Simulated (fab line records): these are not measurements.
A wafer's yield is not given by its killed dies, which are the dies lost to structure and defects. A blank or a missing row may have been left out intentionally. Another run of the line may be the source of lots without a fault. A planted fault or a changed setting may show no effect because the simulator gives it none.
Which tool was responsible? | flow sky130 | 6 lots, 18 wafers sampled, at 2 steps of a route of 708

== WHAT EACH GAUGE READ, for each wafer ==
SKY_LDD_P_OVL_MEAS_08.
lot  | measured     | on         | LDD_P_OVL (nm)
L126 | day 19 16:32 | overlay-02 | 1.6 -1.1 -1.9
L129 | day 20 16:29 | overlay-01 | -2.3 -2.9 0.4
L132 | day 21 22:17 | overlay-01 | -2.0 -1.0 -0.7
L136 | day 23 07:58 | overlay-02 | 0.1 -1.5 -1.1
L142 | day 25 09:32 | overlay-01 | 2.7 3.1 2.8 4.5 4.6 4.1
L147 | day 27 04:23 | overlay-02 | -1.1 -0.1 0.2

== TOOL THAT RAN EACH LOT (tool first, then ch and the chambers of the sampled wafers, then the start) ==
lot  | SKY_LDD_P_EXPOSE_04
L126 | iline stepper-01 ch 0, day 19 02:05
L129 | iline stepper-01 ch 0, day 20 01:41
L132 | iline stepper-01 ch 0, day 21 06:44
L136 | iline stepper-01 ch 0, day 22 17:13
L142 | iline stepper-01 ch 0, day 24 18:27
L147 | iline stepper-02 ch 0, day 26 13:20
- SKY_LDD_P_EXPOSE_04: exposes mask PSDM, target cd 380 nm.

== THE ANSWER, worked out from the rows above alone ==
Rule: the usual values come from the lots themselves. Put in order of their means at a reading, lots are off if they are a third of the lots or fewer, leave a main group of 4 or more, and stand apart from it by a gap of 3 or more times the standard deviation of the main group's means; of several such gaps the widest counts. A main group is skipped when, at the precision printed for the reading in the tables above, its means are all equal. A lot without any number at a reading at which 4 lots or more have one is off too. The other lots that the step has rows for count as sound.
Off: L142, seen at SKY_LDD_P_OVL_MEAS_08 (LDD_P_OVL). The main group: mean -0.9 nm, standard deviation 0.47.
A tool fits if, at a process step before that reading, it ran every lot that is off, and no sound lot after the first of them. Those tools and the gauges at SKY_LDD_P_OVL_MEAS_08 are tried in the same way. 2 tools fit, iline stepper-01 at SKY_LDD_P_EXPOSE_04 and overlay-01 at SKY_LDD_P_OVL_MEAS_08, so this cannot tell which one it is.

== WHAT THE SIMULATOR PUT IN ==
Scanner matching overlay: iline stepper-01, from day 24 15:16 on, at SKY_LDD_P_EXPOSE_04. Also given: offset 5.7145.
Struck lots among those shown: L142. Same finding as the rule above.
